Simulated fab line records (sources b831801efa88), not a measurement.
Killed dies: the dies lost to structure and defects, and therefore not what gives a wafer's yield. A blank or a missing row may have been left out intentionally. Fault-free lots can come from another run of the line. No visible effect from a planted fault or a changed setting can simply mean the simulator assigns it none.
Which tool was responsible? ; flow sky130 ; 36 wafers sampled from 12 lots at 1 step of a route of 708

== WHAT THE GAUGES READ, wafer by wafer ==
SKY_FIELD_ISO_BOW_MEAS_00.
lot;measured;on;INCOMING_BOW (um)
L075;day 1 15:00;film_metro-02;1 2 -7
L077;day 2 01:00;film_metro-02;-3 -2 7
L079;day 2 11:00;film_metro-04;-13 6 10
L081;day 2 21:00;film_metro-03;-5 2 -4
L083;day 3 07:00;film_metro-02;-3 9 -7
L085;day 3 17:04;film_metro-04;-3 -3 3
L087;day 4 03:00;film_metro-02;-1 15 0
L089;day 4 13:00;film_metro-02;-1 -6 -12
L091;day 4 23:02;film_metro-02;-5 1 2
L093;day 5 09:00;film_metro-03;2 0 1
L095;day 5 19:00;film_metro-02;-4 3 5
L097;day 6 05:00;film_metro-03;4 -5 -1

== TOOL THAT RAN EACH LOT (tool first, then ch and the chambers of the sampled wafers, then the start) ==
No process step before these readings appears in the record.

== THE ANSWER, worked out from the rows above alone ==
Rule: usual is defined by the lots themselves. The widest of any qualifying gaps counts: lots, ordered by their means at a reading, are off when they make up no more than a third of the lots, leave a main group of 4 or more, and stand apart from it by 3 or more times the standard deviation of that group's means. If all means in a main group match to the digits the tables above print for the reading, that group is not used. A lot without any number at a reading at which 4 lots or more have one is off too. The other lots that the step has rows for count as sound.
Nothing can be told from this: no lot is off at any reading shown.

== WHAT HAD BEEN PUT IN BY THE SIMULATOR ==
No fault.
